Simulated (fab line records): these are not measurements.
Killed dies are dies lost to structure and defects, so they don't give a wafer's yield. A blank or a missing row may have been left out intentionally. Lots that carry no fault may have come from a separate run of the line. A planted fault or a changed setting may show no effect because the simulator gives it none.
Struck lot and sound lot, side by side ; flow sky130 ; 16 steps out of a route of 708
Sound: these wafers, L531.1, L531.3, L531.6. Wafers struck: L525.1, L525.2, L525.5. At the end, the cause is stated.
Order at every step that has rows: each side's tool, ch and its chambers, its first start. Under that, the readings that differ: sound wafers ; struck wafers ; difference of the means ; sigmas: that difference in standard deviations of wafers without a fault.
alike: words and numbers the same on both sides, and readings whose means are apart by under 2 such deviations; not compared: readings that were withheld, readings missing a value for some wafer, numbers with overlapping values and no deviation given by the record, and bounds like >300 which may hide the same value.
A row with sigmas, a row that says differs or no value, or rows on one side alone: a step with any of these is where the two part. When numbers do not overlap yet have no deviation, they are printed without sigmas and do not part them. A reading that every wafer of one side lacks parts them only if that side has two wafers or more.

SKY_METAL2_THK_MEAS_06: measures by xrf.
  sound on filmMetro-02 at day 38 08:50; struck on filmMetro-02 at day 37 01:55
  alike: METAL2_ALCU_THK
then, 8 steps without rows for these wafers: SKY_METAL2_DEHYDRATE_07 (time 60 s); SKY_METAL2_HMDS_08 (prime time 60 s); SKY_METAL2_COAT_09 (resist thk 60 nm); SKY_METAL2_COAT_10 (resist thk 450 nm); SKY_METAL2_SOFTBAKE_11 (time 90 s); SKY_METAL2_EXPOSE_12 (exposes mask MM2, target cd 140 nm); SKY_METAL2_PEB_13; SKY_METAL2_DEVELOP_14 (develop time 60 s).
SKY_METAL2_CD_MEAS_15: the cd target is 140 nm.
  sound on cdSem-01 at day 39 10:20; struck on cdSem-02 at day 38 03:28
  alike: cdNm
SKY_METAL2_OVL_MEAS_16:
  sound on overlay-01 at day 39 10:27; struck on overlay-02 at day 38 03:35
  alike: METAL2_OVL
SKY_METAL2_DESCUM_17: chemistry O2, time 8 s.
  sound on rieMetal-03 ch 1, day 39 10:29; struck on rieMetal-01 ch 0,1, day 38 03:37
  alike: drypumpMotorCurrentA, oesProductAu
  not compared: rfHoursCounterH
SKY_METAL2_ETCH_18: etches BARC in N2/H2, stops on SiO2, time 45.9 s, target depth 60 nm.
  sound on rieMetal-03 ch 1, day 39 10:31; struck on rieMetal-01 ch 0,1, day 38 03:38
reading;sound;struck;difference;sigmas
oesProductAu (a.u.);0.849 0.852 0.850;0.764 0.759 0.761;-0.089;-18
runLengthS (s);74.0 73.9 74.6;85.6 85.3 85.6;+11.3;+31
throttleValvePct (%);13.238 13.237 13.218;13.216 13.216 13.202;-0.020;-2
model.KrF-thick_of_METAL2_COAT_10.thkNm (nm);389.7 391.9 391.7;382.6 382.4 384.4;-8.0;
  alike: drypumpMotorCurrentA, n2FlowSccm
  not compared: rfHoursCounterH
SKY_METAL2_METAL_ETCH_19: etches the open film in Cl2/BCl3, stops on SiO2, target depth 360 nm, time 78 s.
  sound on rieMetal-03 ch 1, day 39 10:35; struck on rieMetal-01 ch 0,1, day 38 03:43
  alike: bcl3FlowSccm, drypumpMotorCurrentA, oesProductAu, runLengthS, throttleValvePct
  not compared: rfHoursCounterH, model.KrF-thick_of_METAL2_COAT_10.thkNm
SKY_METAL2_STRIP_20: strips in O2/N2.
  sound on plasmaAsher-04 ch 0,1, day 39 10:40; struck on plasmaAsher-03 ch 0,1, day 38 03:48
  alike: drypumpMotorCurrentA, n2FlowSccm, oesProductAu, stripTimeToEndpointS
  not compared: rfHoursCounterH
-- the record jumps here: 10 days lie between the struck wafers' starts before and after (it left off in module METAL2 and takes up again in module PAD_OPEN, whose first step shown is number 708 of the route) --
SKY_PAD_OPEN_PROBE_99:
  rows exist in the record for the struck wafers here (prober-02, day 48 02:42), but not for the sound ones

== WHERE THEY PART ==
First at SKY_METAL2_ETCH_18; last, within this record, at SKY_PAD_OPEN_PROBE_99.

WHY: whatever the simulator had introduced
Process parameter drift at SKY_METAL2_ETCH_18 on rieMetal-01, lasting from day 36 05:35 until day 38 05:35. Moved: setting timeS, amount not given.
